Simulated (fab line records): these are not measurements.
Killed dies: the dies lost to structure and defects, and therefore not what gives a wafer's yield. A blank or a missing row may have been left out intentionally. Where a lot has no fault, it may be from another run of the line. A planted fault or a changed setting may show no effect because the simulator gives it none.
Chamber matching + flow sky130 + 4 sister chambers for SKY_VIA1_CMP_24 on cmp-02
The step polishes, stops on SiO2, t overpolish 15 s, target thk 0 nm. 24 wafers are shown with their chamber, then 12 later ones without.

## WAFERS, EACH WITH ITS CHAMBER
| wafer  | chamber | motorCurrentA (A) | timeToEndpointS (s) | overpolishRunS (s) |
|--------|---------|-------------------|---------------------|--------------------|
| L075.1 | 3       | 8.8               | 66                  | 14.996             |
| L075.2 | 1       | 10.4              | 71                  | 15.010             |
| L075.4 | 2       | 14.2              | 68                  | 14.986             |
| L074.1 | 2       | 13.5              | 69                  | 14.987             |
| L074.3 | 3       | 8.5               | 67                  | 15.018             |
| L074.5 | 1       | 10.2              | 71                  | 14.998             |
| L078.4 | 3       | 9.2               | 66                  | 14.999             |
| L078.5 | 0       | 10.2              | 63                  | 14.996             |
| L078.6 | 3       | 9.1               | 64                  | 15.014             |
| L080.1 | 2       | 14.1              | 67                  | 15.003             |
| L080.4 | 1       | 9.6               | 68                  | 14.997             |
| L080.6 | 3       | 8.9               | 64                  | 14.991             |
| L081.1 | 2       | 13.8              | 71                  | 15.001             |
| L081.3 | 1       | 10.3              | 73                  | 15.008             |
| L081.6 | 0       | 10.1              | 67                  | 14.998             |
| L082.2 | 1       | 10.2              | 72                  | 15.013             |
| L082.3 | 0       | 10.1              | 70                  | 15.012             |
| L082.4 | 3       | 8.9               | 69                  | 15.001             |
| L083.1 | 0       | 10.7              | 69                  | 14.993             |
| L083.4 | 2       | 13.3              | 71                  | 14.994             |
| L083.6 | 1       | 10.6              | 71                  | 15.014             |
| L089.1 | 0       | 9.9               | 59                  | 14.986             |
| L089.4 | 1       | 10.1              | 62                  | 15.011             |
| L089.5 | 0       | 10.4              | 61                  | 15.003             |

SIGNATURES (averages over the wafers above)
| reading         | chamber 0 | chamber 1 | chamber 2 | chamber 3 | scatter within a chamber |
|-----------------|-----------|-----------|-----------|-----------|--------------------------|
| motorCurrentA   | 10.233    | 10.200    | 13.780    | 8.900     | 0.305                    |
| timeToEndpointS | 64.83     | 69.71     | 69.20     | 66.00     | 3.28                     |
| overpolishRunS  | 14.99800  | 15.00729  | 14.99420  | 15.00317  | 0.00862                  |
Rule: for a wafer and a chamber, the distance is found by dividing, reading by reading, the gap between the wafer's reading and the chamber's mean by the reading's scatter, squaring, summing and taking the root. The wafer belongs to the nearest chamber; if the next one is less than 2 further off, it can't be placed. How the scatter is found: for the shown wafers, subtract from each reading the mean of its chamber, square and add these, divide the total by (wafers less chambers), then take the root.

## WAFERS MISSING THEIR CHAMBER
| wafer  | motorCurrentA (A) | timeToEndpointS (s) | overpolishRunS (s) |
|--------|-------------------|---------------------|--------------------|
| L093.1 | 13.8              | 63                  | 15.016             |
| L093.2 | 9.9               | 58                  | 14.989             |
| L093.6 | 13.5              | 63                  | 15.000             |
| L095.1 | 10.0              | 63                  | 14.996             |
| L095.2 | 13.6              | 63                  | 15.002             |
| L095.5 | 10.0              | 64                  | 15.003             |
| L090.1 | 10.2              | 60                  | 14.994             |
| L090.5 | 9.9               | 61                  | 14.996             |
| L090.6 | 10.4              | 63                  | 15.004             |
| L097.1 | 9.1               | 62                  | 15.002             |
| L097.2 | 13.9              | 59                  | 15.005             |
| L097.6 | 9.9               | 57                  | 15.000             |

## WHICH CHAMBER EACH WENT THROUGH
| wafer  | from the rows above          | in truth |
|--------|------------------------------|----------|
| L093.1 | 2                            | 2        |
| L093.2 | can't be placed: 0 or 1 or 3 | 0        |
| L093.6 | 2                            | 2        |
| L095.1 | can't be placed: 0 or 1      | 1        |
| L095.2 | 2                            | 2        |
| L095.5 | can't be placed: 0 or 1      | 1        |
| L090.1 | can't be placed: 0 or 1      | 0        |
| L090.5 | can't be placed: 0 or 1      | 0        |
| L090.6 | can't be placed: 0 or 1      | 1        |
| L097.1 | 3                            | 3        |
| L097.2 | 2                            | 2        |
| L097.6 | can't be placed: 0 or 1 or 3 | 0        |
Correct placement for 5 of the 12. Unplaceable from these rows: 7, with the true chamber sitting among the candidates in 7. 0 placed wrongly.
